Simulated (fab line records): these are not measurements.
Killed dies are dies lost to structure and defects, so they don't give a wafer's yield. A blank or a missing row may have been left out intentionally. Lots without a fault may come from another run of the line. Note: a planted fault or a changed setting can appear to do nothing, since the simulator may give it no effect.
Which tool was responsible? :: flow sky130 :: 72 wafers from 24 lots sampled at 6 of the route's 708 steps

WHAT THE GAUGES SHOWED, per wafer
SKY_VIA2_THK_MEAS_01. Usual: VIA2_HDPCVD_THK 1179 nm, standard deviation 15.
lot: L075
measured: day 35 17:01
on: filmMetro-03
VIA2_HDPCVD_THK (nm): 1186 1156 1185
flag: 

lot: L074
measured: day 35 22:57
on: filmMetro-01
VIA2_HDPCVD_THK (nm): 1172 1176 1186
flag: 

lot: L076
measured: day 36 17:35
on: filmMetro-01
VIA2_HDPCVD_THK (nm): 1187 1198 1140
flag: 

lot: L077
measured: day 36 18:22
on: filmMetro-03
VIA2_HDPCVD_THK (nm): 1179 1191 1174
flag: 

lot: L079
measured: day 36 22:37
on: filmMetro-03
VIA2_HDPCVD_THK (nm): 1199 1211 1166
flag: 

lot: L078
measured: day 37 08:02
on: filmMetro-01
VIA2_HDPCVD_THK (nm): 1170 1148 1156
flag: 

lot: L084
measured: day 39 05:06
on: filmMetro-02
VIA2_HDPCVD_THK (nm): 1171 1185 1171
flag: 

lot: L082
measured: day 39 08:56
on: filmMetro-01
VIA2_HDPCVD_THK (nm): 1166 1176 1181
flag: 

lot: L081
measured: day 39 10:52
on: filmMetro-03
VIA2_HDPCVD_THK (nm): 1154 1185 1186
flag: 

lot: L085
measured: day 39 13:37
on: filmMetro-02
VIA2_HDPCVD_THK (nm): 1170 1181 1173
flag: 

lot: L087
measured: day 39 14:13
on: filmMetro-03
VIA2_HDPCVD_THK (nm): 1191 1171 1174
flag: 

lot: L080
measured: day 39 15:16
on: filmMetro-02
VIA2_HDPCVD_THK (nm): 1165 1157 1181
flag: 

lot: L086
measured: day 39 16:50
on: filmMetro-01
VIA2_HDPCVD_THK (nm): 1191 1195 1161
flag: 

lot: L088
measured: day 39 17:51
on: filmMetro-03
VIA2_HDPCVD_THK (nm): 1164 1188 1187
flag: 

lot: L083
measured: day 39 18:37
on: filmMetro-02
VIA2_HDPCVD_THK (nm): 1159 1187 1170
flag: 

lot: L089
measured: day 39 18:47
on: filmMetro-01
VIA2_HDPCVD_THK (nm): 1196 1187 1188
flag: 

lot: L090
measured: day 40 00:29
on: filmMetro-01
VIA2_HDPCVD_THK (nm): 1179 1179 1193
flag: 

lot: L091
measured: day 40 18:21
on: filmMetro-01
VIA2_HDPCVD_THK (nm): 1211 1202 1200
flag: 

lot: L092
measured: day 40 22:02
on: filmMetro-01
VIA2_HDPCVD_THK (nm): 1187 1201 1172
flag: 

lot: L093
measured: day 40 22:46
on: filmMetro-01
VIA2_HDPCVD_THK (nm): 1177 1191 1169
flag: 

lot: L094
measured: day 40 23:23
on: filmMetro-03
VIA2_HDPCVD_THK (nm): 1185 1184 1176
flag: 

lot: L095
measured: day 41 06:43
on: filmMetro-03
VIA2_HDPCVD_THK (nm): 1167 1181 1191
flag: 

lot: L096
measured: day 41 17:59
on: filmMetro-01
VIA2_HDPCVD_THK (nm): 1191 1172 1191
flag: 

lot: L097
measured: day 41 22:19
on: filmMetro-03
VIA2_HDPCVD_THK (nm): 1186 1176 1190
flag: 

SKY_VIA2_THK_MEAS_23: measures by xrf. Usual: VIA2_W_THK 402 nm, standard deviation 5.3.
lot: L075
measured: day 36 20:16
on: filmMetro-03
VIA2_W_THK (nm): 408 391 391
flag: 

lot: L074
measured: day 37 02:05
on: filmMetro-03
VIA2_W_THK (nm): 398 408 405
flag: 

lot: L076
measured: day 37 21:20
on: filmMetro-02
VIA2_W_THK (nm): 401 401 398
flag: 

lot: L077
measured: day 37 21:59
on: filmMetro-01
VIA2_W_THK (nm): 403 402 401
flag: 

lot: L079
measured: day 38 01:37
on: filmMetro-01
VIA2_W_THK (nm): 400 406 397
flag: 

lot: L078
measured: day 38 11:08
on: filmMetro-02
VIA2_W_THK (nm): 398 397 400
flag: 

lot: L084
measured: day 40 06:19
on: filmMetro-01
VIA2_W_THK (nm): 404 404 406
flag: 

lot: L082
measured: day 40 10:02
on: filmMetro-01
VIA2_W_THK (nm): 413 406 408
flag: 

lot: L081
measured: day 40 12:52
on: filmMetro-01
VIA2_W_THK (nm): 401 392 399
flag: 

lot: L085
measured: day 40 15:41
on: filmMetro-01
VIA2_W_THK (nm): 408 399 408
flag: 

lot: L087
measured: day 40 16:38
on: filmMetro-02
VIA2_W_THK (nm): 397 399 403
flag: 

lot: L080
measured: day 40 17:07
on: filmMetro-01
VIA2_W_THK (nm): 409 407 406
flag: 

lot: L086
measured: day 40 18:16
on: filmMetro-03
VIA2_W_THK (nm): 406 403 408
flag: 

lot: L088
measured: day 40 19:12
on: filmMetro-01
VIA2_W_THK (nm): 398 404 399
flag: 

lot: L083
measured: day 40 20:13
on: filmMetro-01
VIA2_W_THK (nm): 407 404 407
flag: 

lot: L089
measured: day 40 20:48
on: filmMetro-03
VIA2_W_THK (nm): 408 401 406
flag: 

lot: L090
measured: day 41 01:36
on: filmMetro-03
VIA2_W_THK (nm): 403 393 396
flag: 

lot: L091
measured: day 41 19:57
on: filmMetro-01
VIA2_W_THK (nm): 391 400 390
flag: 

lot: L092
measured: day 41 23:37
on: filmMetro-02
VIA2_W_THK (nm): 392 396 392
flag: 

lot: L093
measured: day 42 00:14
on: filmMetro-01
VIA2_W_THK (nm): 411 403 405
flag: 

lot: L094
measured: day 42 00:35
on: filmMetro-01
VIA2_W_THK (nm): 399 403 398
flag: 

lot: L095
measured: day 42 07:30
on: filmMetro-02
VIA2_W_THK (nm): 404 411 400
flag: 

lot: L096
measured: day 42 19:29
on: filmMetro-01
VIA2_W_THK (nm): 408 412 409
flag: 

lot: L097
measured: day 43 00:14
on: filmMetro-02
VIA2_W_THK (nm): 398 394 395
flag: 

SKY_CAPM_THK_MEAS_01. Usual: CAPM_CVD_00_THK 15.35 nm, standard deviation 0.26.
lot: L075
measured: day 36 20:52
on: filmMetro-01
CAPM_CVD_00_THK (nm): 15.09 15.55 15.36
flag: 

lot: L074
measured: day 37 02:37
on: filmMetro-03
CAPM_CVD_00_THK (nm): 15.04 15.67 15.34
flag: 

lot: L076
measured: day 37 21:53
on: filmMetro-03
CAPM_CVD_00_THK (nm): 15.52 15.87 15.47
flag: 

lot: L077
measured: day 37 22:32
on: filmMetro-01
CAPM_CVD_00_THK (nm): 15.11 15.05 15.60
flag: 

lot: L079
measured: day 38 02:10
on: filmMetro-03
CAPM_CVD_00_THK (nm): 15.30 15.47 15.55
flag: 

lot: L078
measured: day 38 11:40
on: filmMetro-03
CAPM_CVD_00_THK (nm): 15.10 15.83 15.30
flag: 

lot: L084
measured: day 40 06:52
on: filmMetro-04
CAPM_CVD_00_THK (nm): 15.23 15.42 15.19
flag: 

lot: L082
measured: day 40 10:34
on: filmMetro-04
CAPM_CVD_00_THK (nm): 15.32 15.68 15.37
flag: 

lot: L081
measured: day 40 13:25
on: filmMetro-01
CAPM_CVD_00_THK (nm): 15.50 15.48 15.44
flag: 

lot: L085
measured: day 40 16:13
on: filmMetro-04
CAPM_CVD_00_THK (nm): 15.22 15.69 15.43
flag: 

lot: L087
measured: day 40 17:10
on: filmMetro-03
CAPM_CVD_00_THK (nm): 15.13 14.79 15.46
flag: 

lot: L080
measured: day 40 17:38
on: filmMetro-03
CAPM_CVD_00_THK (nm): 15.81 15.44 15.65
flag: 

lot: L086
measured: day 40 18:47
on: filmMetro-04
CAPM_CVD_00_THK (nm): 15.07 15.35 15.69
flag: 

lot: L088
measured: day 40 19:44
on: filmMetro-03
CAPM_CVD_00_THK (nm): 15.19 15.16 14.85
flag: 

lot: L083
measured: day 40 20:45
on: filmMetro-04
CAPM_CVD_00_THK (nm): 15.45 15.05 15.35
flag: 

lot: L089
measured: day 40 21:30
on: filmMetro-04
CAPM_CVD_00_THK (nm): 15.25 15.33 15.27
flag: 

lot: L090
measured: day 41 02:08
on: filmMetro-04
CAPM_CVD_00_THK (nm): 15.39 15.36 15.52
flag: 

lot: L091
measured: day 41 20:31
on: filmMetro-01
CAPM_CVD_00_THK (nm): 15.15 15.48 15.40
flag: 

lot: L092
measured: day 42 00:09
on: filmMetro-04
CAPM_CVD_00_THK (nm): 15.27 15.06 15.39
flag: 

lot: L093
measured: day 42 00:46
on: filmMetro-04
CAPM_CVD_00_THK (nm): 15.22 15.04 15.37
flag: 

lot: L094
measured: day 42 01:07
on: filmMetro-03
CAPM_CVD_00_THK (nm): 15.09 15.16 15.43
flag: 

lot: L095
measured: day 42 08:02
on: filmMetro-01
CAPM_CVD_00_THK (nm): 15.32 15.20 15.55
flag: 

lot: L096
measured: day 42 20:04
on: filmMetro-01
CAPM_CVD_00_THK (nm): 16.01 15.88 15.83
flag: 

lot: L097
measured: day 43 00:47
on: filmMetro-01
CAPM_CVD_00_THK (nm): 14.75 15.00 15.07
flag: 

SKY_CAPM_RS_MEAS_03: measures by four-point-probe. Usual: CAPM_TIN_RS 6.92 ohm/sq, standard deviation 0.12.
lot: L075
measured: day 36 21:02
on: filmMetro-03
CAPM_TIN_RS (ohm/sq): 7.09 7.05 6.85
flag: 

lot: L074
measured: day 37 02:47
on: filmMetro-01
CAPM_TIN_RS (ohm/sq): 6.98 7.00 6.83
flag: 

lot: L076
measured: day 37 22:03
on: filmMetro-04
CAPM_TIN_RS (ohm/sq): 6.85 6.92 6.87
flag: 

lot: L077
measured: day 37 22:42
on: filmMetro-04
CAPM_TIN_RS (ohm/sq): 7.09 7.06 7.06
flag: 

lot: L079
measured: day 38 02:20
on: filmMetro-04
CAPM_TIN_RS (ohm/sq): 6.85 6.84 6.80
flag: 

lot: L078
measured: day 38 11:52
on: filmMetro-04
CAPM_TIN_RS (ohm/sq): 6.90 7.00 6.82
flag: 

lot: L084
measured: day 40 07:02
on: filmMetro-01
CAPM_TIN_RS (ohm/sq): 6.94 7.01 7.15
flag: 

lot: L082
measured: day 40 10:46
on: filmMetro-01
CAPM_TIN_RS (ohm/sq): 6.73 6.72 6.71
flag: 

lot: L081
measured: day 40 13:36
on: filmMetro-04
CAPM_TIN_RS (ohm/sq): 6.83 6.80 6.79
flag: 

lot: L085
measured: day 40 16:25
on: filmMetro-01
CAPM_TIN_RS (ohm/sq): 7.00 7.01 6.89
flag: 

lot: L087
measured: day 40 17:20
on: filmMetro-04
CAPM_TIN_RS (ohm/sq): 7.03 6.86 6.91
flag: 

lot: L080
measured: day 40 17:50
on: filmMetro-03
CAPM_TIN_RS (ohm/sq): 6.80 6.97 6.81
flag: 

lot: L086
measured: day 40 18:58
on: filmMetro-03
CAPM_TIN_RS (ohm/sq): 6.77 6.99 6.84
flag: 

lot: L088
measured: day 40 19:54
on: filmMetro-04
CAPM_TIN_RS (ohm/sq): 7.09 6.98 6.91
flag: 

lot: L083
measured: day 40 20:56
on: filmMetro-04
CAPM_TIN_RS (ohm/sq): 6.91 7.00 7.02
flag: 

lot: L089
measured: day 40 21:40
on: filmMetro-01
CAPM_TIN_RS (ohm/sq): 6.91 6.82 6.99
flag: 

lot: L090
measured: day 41 02:19
on: filmMetro-01
CAPM_TIN_RS (ohm/sq): 7.10 6.95 7.08
flag: 

lot: L091
measured: day 41 20:42
on: filmMetro-04
CAPM_TIN_RS (ohm/sq): 6.87 7.12 6.89
flag: 

lot: L092
measured: day 42 00:19
on: filmMetro-03
CAPM_TIN_RS (ohm/sq): 7.04 6.87 6.87
flag: 

lot: L093
measured: day 42 00:56
on: filmMetro-01
CAPM_TIN_RS (ohm/sq): 7.02 6.83 6.79
flag: 

lot: L094
measured: day 42 01:19
on: filmMetro-04
CAPM_TIN_RS (ohm/sq): 6.84 6.91 6.84
flag: 

lot: L095
measured: day 42 08:12
on: filmMetro-04
CAPM_TIN_RS (ohm/sq): 6.84 6.90 6.75
flag: 

lot: L096
measured: day 42 20:16
on: filmMetro-04
CAPM_TIN_RS (ohm/sq): 7.15 7.11 7.03
flag: 

lot: L097
measured: day 43 00:58
on: filmMetro-04
CAPM_TIN_RS (ohm/sq): 6.78 6.81 6.77
flag: 

WHICH TOOL RAN EACH LOT (tool, then ch and the chambers of the sampled wafers, then the start)
lot: L075
SKY_VIA1_STRIP_16: plasmaAsher-04 ch 0,1, day 34 11:56
SKY_VIA2_ETCH_15: rieDiel-04 ch 0,3, day 36 19:15

lot: L074
SKY_VIA1_STRIP_16: plasmaAsher-04 ch 0,1, day 34 17:46
SKY_VIA2_ETCH_15: rieDiel-02 ch 1,2,3, day 37 01:05

lot: L076
SKY_VIA1_STRIP_16: plasmaAsher-01 ch 0,1, day 35 13:26
SKY_VIA2_ETCH_15: rieDiel-03 ch 0,3, day 37 20:20

lot: L077
SKY_VIA1_STRIP_16: plasmaAsher-04 ch 0,1, day 35 13:43
SKY_VIA2_ETCH_15: rieDiel-02 ch 0,1,3, day 37 20:59

lot: L079
SKY_VIA1_STRIP_16: plasmaAsher-04 ch 0, day 35 18:58
SKY_VIA2_ETCH_15: rieDiel-03 ch 1,2, day 38 00:38

lot: L078
SKY_VIA1_STRIP_16: plasmaAsher-03 ch 0,1, day 36 03:00
SKY_VIA2_ETCH_15: rieDiel-02 ch 0,3, day 38 10:09

lot: L084
SKY_VIA1_STRIP_16: plasmaAsher-03 ch 1, day 38 02:25
SKY_VIA2_ETCH_15: rieDiel-04 ch 1,2,3, day 40 05:18

lot: L082
SKY_VIA1_STRIP_16: plasmaAsher-03 ch 0,1, day 38 05:22
SKY_VIA2_ETCH_15: rieDiel-04 ch 0,1,2, day 40 09:02

lot: L081
SKY_VIA1_STRIP_16: plasmaAsher-03 ch 0,1, day 38 07:46
SKY_VIA2_ETCH_15: rieDiel-03 ch 0,2,3, day 40 11:51

lot: L085
SKY_VIA1_STRIP_16: plasmaAsher-04 ch 0,1, day 38 10:37
SKY_VIA2_ETCH_15: rieDiel-03 ch 0,1, day 40 14:41

lot: L087
SKY_VIA1_STRIP_16: plasmaAsher-01 ch 0,1, day 38 10:50
SKY_VIA2_ETCH_15: rieDiel-04 ch 0,1, day 40 15:38

lot: L080
SKY_VIA1_STRIP_16: plasmaAsher-03 ch 0,1, day 38 11:52
SKY_VIA2_ETCH_15: rieDiel-02 ch 1,2,3, day 40 16:06

lot: L086
SKY_VIA1_STRIP_16: plasmaAsher-01 ch 0,1, day 38 13:38
SKY_VIA2_ETCH_15: rieDiel-02 ch 0,2,3, day 40 17:17

lot: L088
SKY_VIA1_STRIP_16: plasmaAsher-01 ch 0,1, day 38 14:23
SKY_VIA2_ETCH_15: rieDiel-03 ch 0,1,2, day 40 18:14

lot: L083
SKY_VIA1_STRIP_16: plasmaAsher-01 ch 0,1, day 38 15:02
SKY_VIA2_ETCH_15: rieDiel-03 ch 0,2,3, day 40 19:14

lot: L089
SKY_VIA1_STRIP_16: plasmaAsher-03 ch 0,1, day 38 15:53
SKY_VIA2_ETCH_15: rieDiel-04 ch 0,2,3, day 40 19:41

lot: L090
SKY_VIA1_STRIP_16: plasmaAsher-01 ch 1, day 38 20:50
SKY_VIA2_ETCH_15: rieDiel-02 ch 0,1,3, day 41 00:35

lot: L091
SKY_VIA1_STRIP_16: plasmaAsher-03 ch 0,1, day 39 16:20
SKY_VIA2_ETCH_15: rieDiel-03 ch 0,1, day 41 18:39

lot: L092
SKY_VIA1_STRIP_16: plasmaAsher-03 ch 0,1, day 39 19:23
SKY_VIA2_ETCH_15: rieDiel-04 ch 0,2, day 41 22:39

lot: L093
SKY_VIA1_STRIP_16: plasmaAsher-01 ch 0,1, day 39 19:49
SKY_VIA2_ETCH_15: rieDiel-04 ch 0,1,3, day 41 23:14

lot: L094
SKY_VIA1_STRIP_16: plasmaAsher-04 ch 0,1, day 39 20:52
SKY_VIA2_ETCH_15: rieDiel-03 ch 2,3, day 41 23:35

lot: L095
SKY_VIA1_STRIP_16: plasmaAsher-01 ch 0,1, day 40 04:26
SKY_VIA2_ETCH_15: rieDiel-04 ch 1,2, day 42 06:29

lot: L096
SKY_VIA1_STRIP_16: plasmaAsher-04 ch 0,1, day 40 16:04
SKY_VIA2_ETCH_15: rieDiel-03 ch 2,3, day 42 18:29

lot: L097
SKY_VIA1_STRIP_16: plasmaAsher-04 ch 0,1, day 40 20:13
SKY_VIA2_ETCH_15: rieDiel-03 ch 2,3, day 42 23:15
- SKY_VIA1_STRIP_16: strips in O2/N2.
- SKY_VIA2_ETCH_15: etches SiO2 in C4F8/O2/Ar, stops on TiN, target depth 546 nm, time 84 s.

AS READ BY THE TOOLS THEMSELVES (means over the sampled wafers that have a number; for cases with no such wafer, the mark the record gives instead)
SKY_VIA1_STRIP_16. Usual: chamberPressureMTorr 1500.1 mTorr, standard deviation 1.3; drypumpMotorCurrentA 5.86 A, standard deviation 0.26; n2FlowSccm 300.0 sccm, standard deviation 0.96; oesProductAu 0.416 a.u., standard deviation 0.0044; stripTimeToEndpointS 4.45 s, standard deviation 0.03.
lot: L075
tool: plasmaAsher-04
chamberPressureMTorr (mTorr): 1500.2
drypumpMotorCurrentA (A): 5.75
n2FlowSccm (sccm): 300.3
oesProductAu (a.u.): 0.417
stripTimeToEndpointS (s): 4.44
flag: 

lot: L074
tool: plasmaAsher-04
chamberPressureMTorr (mTorr): 1500.3
drypumpMotorCurrentA (A): 5.79
n2FlowSccm (sccm): 299.9
oesProductAu (a.u.): 0.414
stripTimeToEndpointS (s): 4.43
flag: 

lot: L076
tool: plasmaAsher-01
chamberPressureMTorr (mTorr): 1500.6
drypumpMotorCurrentA (A): 5.89
n2FlowSccm (sccm): 300.3
oesProductAu (a.u.): 0.411
stripTimeToEndpointS (s): 4.44
flag: 

lot: L077
tool: plasmaAsher-04
chamberPressureMTorr (mTorr): 1499.5
drypumpMotorCurrentA (A): 5.77
n2FlowSccm (sccm): 299.4
oesProductAu (a.u.): 0.416
stripTimeToEndpointS (s): 4.45
flag: 

lot: L079
tool: plasmaAsher-04
chamberPressureMTorr (mTorr): 1500.6
drypumpMotorCurrentA (A): 6.18
n2FlowSccm (sccm): 300.9
oesProductAu (a.u.): 0.415
stripTimeToEndpointS (s): 4.43
flag: 

lot: L078
tool: plasmaAsher-03
chamberPressureMTorr (mTorr): 1499.0
drypumpMotorCurrentA (A): 5.79
n2FlowSccm (sccm): 300.8
oesProductAu (a.u.): 0.419
stripTimeToEndpointS (s): 4.49
flag: 

lot: L084
tool: plasmaAsher-03
chamberPressureMTorr (mTorr): 1500.2
drypumpMotorCurrentA (A): 5.64
n2FlowSccm (sccm): 298.2
oesProductAu (a.u.): 0.414
stripTimeToEndpointS (s): 4.47
flag: 

lot: L082
tool: plasmaAsher-03
chamberPressureMTorr (mTorr): 1499.7
drypumpMotorCurrentA (A): 5.96
n2FlowSccm (sccm): 299.2
oesProductAu (a.u.): 0.413
stripTimeToEndpointS (s): 4.43
flag: 

lot: L081
tool: plasmaAsher-03
chamberPressureMTorr (mTorr): 1500.5
drypumpMotorCurrentA (A): 5.82
n2FlowSccm (sccm): 300.4
oesProductAu (a.u.): 0.416
stripTimeToEndpointS (s): 4.45
flag: 

lot: L085
tool: plasmaAsher-04
chamberPressureMTorr (mTorr): 1499.0
drypumpMotorCurrentA (A): 5.97
n2FlowSccm (sccm): 300.6
oesProductAu (a.u.): 0.418
stripTimeToEndpointS (s): 4.46
flag: 

lot: L087
tool: plasmaAsher-01
chamberPressureMTorr (mTorr): 1500.0
drypumpMotorCurrentA (A): 5.90
n2FlowSccm (sccm): 300.5
oesProductAu (a.u.): 0.415
stripTimeToEndpointS (s): 4.43
flag: 

lot: L080
tool: plasmaAsher-03
chamberPressureMTorr (mTorr): 1499.9
drypumpMotorCurrentA (A): 5.79
n2FlowSccm (sccm): 298.7
oesProductAu (a.u.): 0.416
stripTimeToEndpointS (s): 4.42
flag: 

lot: L086
tool: plasmaAsher-01
chamberPressureMTorr (mTorr): 1499.9
drypumpMotorCurrentA (A): 5.76
n2FlowSccm (sccm): 299.8
oesProductAu (a.u.): 0.419
stripTimeToEndpointS (s): 4.47
flag: 

lot: L088
tool: plasmaAsher-01
chamberPressureMTorr (mTorr): 1499.9
drypumpMotorCurrentA (A): 5.76
n2FlowSccm (sccm): 300.2
oesProductAu (a.u.): 0.412
stripTimeToEndpointS (s): 4.47
flag: 

lot: L083
tool: plasmaAsher-01
chamberPressureMTorr (mTorr): 1499.5
drypumpMotorCurrentA (A): 5.76
n2FlowSccm (sccm): 301.3
oesProductAu (a.u.): 0.418
stripTimeToEndpointS (s): 4.48
flag: 

lot: L089
tool: plasmaAsher-03
chamberPressureMTorr (mTorr): 1500.3
drypumpMotorCurrentA (A): 5.94
n2FlowSccm (sccm): 300.4
oesProductAu (a.u.): 0.417
stripTimeToEndpointS (s): 4.49
flag: 

lot: L090
tool: plasmaAsher-01
chamberPressureMTorr (mTorr): 1501.5
drypumpMotorCurrentA (A): 6.05
n2FlowSccm (sccm): 299.3
oesProductAu (a.u.): 0.415
stripTimeToEndpointS (s): 4.45
flag: 

lot: L091
tool: plasmaAsher-03
chamberPressureMTorr (mTorr): 1498.8
drypumpMotorCurrentA (A): 5.96
n2FlowSccm (sccm): 300.4
oesProductAu (a.u.): 0.414
stripTimeToEndpointS (s): 4.47
flag: 

lot: L092
tool: plasmaAsher-03
chamberPressureMTorr (mTorr): 1500.1
drypumpMotorCurrentA (A): 5.94
n2FlowSccm (sccm): 300.6
oesProductAu (a.u.): 0.416
stripTimeToEndpointS (s): 4.43
flag: 

lot: L093
tool: plasmaAsher-01
chamberPressureMTorr (mTorr): 1501.8
drypumpMotorCurrentA (A): 5.90
n2FlowSccm (sccm): 299.6
oesProductAu (a.u.): 0.414
stripTimeToEndpointS (s): 4.45
flag: 

lot: L094
tool: plasmaAsher-04
chamberPressureMTorr (mTorr): 1501.3
drypumpMotorCurrentA (A): 5.76
n2FlowSccm (sccm): 300.4
oesProductAu (a.u.): 0.417
stripTimeToEndpointS (s): 4.43
flag: 

lot: L095
tool: plasmaAsher-01
chamberPressureMTorr (mTorr): 1499.4
drypumpMotorCurrentA (A): 5.91
n2FlowSccm (sccm): 300.6
oesProductAu (a.u.): 0.416
stripTimeToEndpointS (s): 4.47
flag: 

lot: L096
tool: plasmaAsher-04
chamberPressureMTorr (mTorr): 1499.9
drypumpMotorCurrentA (A): 5.75
n2FlowSccm (sccm): 300.1
oesProductAu (a.u.): 0.415
stripTimeToEndpointS (s): 4.47
flag: 

lot: L097
tool: plasmaAsher-04
chamberPressureMTorr (mTorr): 1499.4
drypumpMotorCurrentA (A): 5.75
n2FlowSccm (sccm): 300.2
oesProductAu (a.u.): 0.420
stripTimeToEndpointS (s): 4.45
flag: 

SKY_VIA2_ETCH_15. Usual: chamberPressureMTorr 40.00 mTorr, standard deviation 0.033; oesProductAu 0.940 a.u., standard deviation 0.0044.
lot: L075
tool: rieDiel-04
chamberPressureMTorr (mTorr): 40.03
oesProductAu (a.u.): 0.937
flag: 

lot: L074
tool: rieDiel-02
chamberPressureMTorr (mTorr): 39.98
oesProductAu (a.u.): 0.940
flag: 

lot: L076
tool: rieDiel-03
chamberPressureMTorr (mTorr): 40.01
oesProductAu (a.u.): 0.936
flag: 

lot: L077
tool: rieDiel-02
chamberPressureMTorr (mTorr): 40.00
oesProductAu (a.u.): 0.944
flag: 

lot: L079
tool: rieDiel-03
chamberPressureMTorr (mTorr): 40.00
oesProductAu (a.u.): 0.947
flag: 

lot: L078
tool: rieDiel-02
chamberPressureMTorr (mTorr): 40.00
oesProductAu (a.u.): 0.938
flag: 

lot: L084
tool: rieDiel-04
chamberPressureMTorr (mTorr): 40.02
oesProductAu (a.u.): 0.942
flag: 

lot: L082
tool: rieDiel-04
chamberPressureMTorr (mTorr): 39.96
oesProductAu (a.u.): 0.936
flag: 

lot: L081
tool: rieDiel-03
chamberPressureMTorr (mTorr): 39.97
oesProductAu (a.u.): 0.940
flag: 

lot: L085
tool: rieDiel-03
chamberPressureMTorr (mTorr): 39.99
oesProductAu (a.u.): 0.938
flag: 

lot: L087
tool: rieDiel-04
chamberPressureMTorr (mTorr): 40.00
oesProductAu (a.u.): 0.937
flag: 

lot: L080
tool: rieDiel-02
chamberPressureMTorr (mTorr): 40.00
oesProductAu (a.u.): 0.940
flag: 

lot: L086
tool: rieDiel-02
chamberPressureMTorr (mTorr): 40.00
oesProductAu (a.u.): 0.943
flag: 

lot: L088
tool: rieDiel-03
chamberPressureMTorr (mTorr): 40.00
oesProductAu (a.u.): 0.936
flag: 

lot: L083
tool: rieDiel-03
chamberPressureMTorr (mTorr): 40.00
oesProductAu (a.u.): 0.940
flag: 

lot: L089
tool: rieDiel-04
chamberPressureMTorr (mTorr): 39.97
oesProductAu (a.u.): 0.939
flag: 

lot: L090
tool: rieDiel-02
chamberPressureMTorr (mTorr): 39.99
oesProductAu (a.u.): 0.942
flag: 

lot: L091
tool: rieDiel-03
chamberPressureMTorr (mTorr): 39.99
oesProductAu (a.u.): 0.939
flag: 

lot: L092
tool: rieDiel-04
chamberPressureMTorr (mTorr): 39.98
oesProductAu (a.u.): 0.938
flag: 

lot: L093
tool: rieDiel-04
chamberPressureMTorr (mTorr): 40.02
oesProductAu (a.u.): 0.940
flag: 

lot: L094
tool: rieDiel-03
chamberPressureMTorr (mTorr): 40.00
oesProductAu (a.u.): 0.939
flag: 

lot: L095
tool: rieDiel-04
chamberPressureMTorr (mTorr): 40.02
oesProductAu (a.u.): 0.939
flag: 

lot: L096
tool: rieDiel-03
chamberPressureMTorr (mTorr): 39.99
oesProductAu (a.u.): 0.941
flag: 

lot: L097
tool: rieDiel-03
chamberPressureMTorr (mTorr): 39.99
oesProductAu (a.u.): 0.937
flag: 

THE ANSWER, worked out from the rows above alone
Rule: lot off if the mean of its wafers having a number is beyond 3 standard deviations from the usual mean. A lot without any number at a reading at which 4 lots or more have one is off too. Where the step has rows for the other lots, those lots are counted as sound. After the gauges, taken in route order, come the tools' own readings; for these a lot's mean is taken, as printed above. At the first step where some lot is off, the reading lying furthest off is the one used; lots without a number count as furthest.
None of the lots is off at any reading shown; this tells nothing.

WHAT THE SIMULATOR HAD PUT IN
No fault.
